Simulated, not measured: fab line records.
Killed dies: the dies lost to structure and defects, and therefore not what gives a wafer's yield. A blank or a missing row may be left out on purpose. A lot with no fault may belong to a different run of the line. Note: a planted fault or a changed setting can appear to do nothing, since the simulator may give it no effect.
What tool caused it?    flow sky130    6 lots, 18 wafers sampled, at 1 step of a route of 708

== WHAT EACH GAUGE READ, for each wafer ==
SKY_VIA4_THK_MEAS_01.
lot   measured      on            VIA4_HDPCVD_THK (nm)
L421  day 41 22:48  filmMetro-01  1732 1746 1731
L424  day 43 21:44  filmMetro-01  1773 1767 1756
L426  day 44 00:44  filmMetro-02  1723 1723 1732
L431  day 44 23:04  filmMetro-02  1750 1764 1778
L433  day 45 08:14  filmMetro-02  1753 1741 1737
L435  day 45 17:52  filmMetro-02  1765 1733 1755

== EACH LOT AND THE TOOL THAT RAN IT (in order: tool; ch and the chambers of the sampled wafers; start) ==
Before these readings, the record contains no process step.

== THE ANSWER, worked out from the rows above alone ==
Rule: usual is defined by the lots themselves. Put in order of their means at a reading, lots are off if they are a third of the lots or fewer, leave a main group of 4 or more, and stand apart from it by a gap of 3 or more times the standard deviation of the main group's means; of several such gaps the widest counts. A main group whose means are all the same, to the digits that the tables above print for the reading, isn't used. Also off: a lot with no number at a reading for which 4 or more lots have one. The other lots that the step has rows for count as sound.
No lot is off at any reading shown: from this, nothing can be told.

== WHAT HAD BEEN PUT IN BY THE SIMULATOR ==
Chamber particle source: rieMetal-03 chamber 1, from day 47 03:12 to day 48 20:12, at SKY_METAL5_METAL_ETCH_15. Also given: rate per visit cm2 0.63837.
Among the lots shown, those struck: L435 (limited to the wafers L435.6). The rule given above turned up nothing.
